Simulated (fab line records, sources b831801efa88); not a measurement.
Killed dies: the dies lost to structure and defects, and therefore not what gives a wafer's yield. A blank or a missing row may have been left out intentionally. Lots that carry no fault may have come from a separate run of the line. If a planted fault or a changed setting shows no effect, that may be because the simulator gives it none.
2 desks, one fault + flow gf180mcu + numbers are kept per desk, each desk with only its own; the story behind them comes last

== FOR THE TOOL OWNER'S DESK: pvdSputter-04 ==
At GF_MIM_SPUTTER_07 (material TiN, target thk 60 nm, time 50 s) the tool's own readings: per lot run on this tool, the mean of the sampled wafers that have a number. If a lot's mean is further than 4 standard deviations from the usual mean, the lot is out of limits and carries the mark OUT (the distance appears in the brackets).
Columns: A = throttleValvePct at GF_MIM_SPUTTER_07, usual 30.2 %
| lot  | first seen here | A    |
|------|-----------------|------|
| L768 | day 25 05:59    | 30.1 |
| L776 | day 28 00:16    | 30.5 |
| L785 | day 30 17:25    | 30.1 |
| L788 | day 31 07:05    | 30.1 |
| L789 | day 31 10:29    | 30.1 |
This desk's verdict: no lot among the 5 shows anything out of limits.

== THE METROLOGY DESK ==
What the gauges read, lot by lot, whatever tool the lot ran on: means of the sampled wafers that have a number. If a lot's mean is further than 4 standard deviations from the usual mean, the lot is out of limits and carries the mark OUT (the distance appears in the brackets).
Columns: A = TOP_METAL_ALCU_THK at GF_TOP_METAL_THK_MEAS_06, usual 884 nm
| lot  | first seen here | A   |
|------|-----------------|-----|
| L766 | day 27 04:35    | 884 |
| L767 | day 27 19:34    | 888 |
| L768 | day 28 00:35    | 901 |
| L769 | day 28 05:32    | 875 |
| L770 | day 28 14:03    | 881 |
| L776 | day 30 12:14    | 888 |
| L777 | day 30 15:32    | 895 |
| L784 | day 32 15:54    | 879 |
| L785 | day 33 01:31    | 888 |
| L787 | day 33 03:11    | 877 |
| L788 | day 33 10:13    | 887 |
| L789 | day 33 14:46    | 882 |
This desk's verdict: no lot among the 12 shows anything out of limits.

== BROUGHT TOGETHER ==
The desk of the tool owner found nothing out of limits.
Nothing out of limits was seen by the metrology desk.

== WHAT HAD BEEN PUT IN BY THE SIMULATOR ==
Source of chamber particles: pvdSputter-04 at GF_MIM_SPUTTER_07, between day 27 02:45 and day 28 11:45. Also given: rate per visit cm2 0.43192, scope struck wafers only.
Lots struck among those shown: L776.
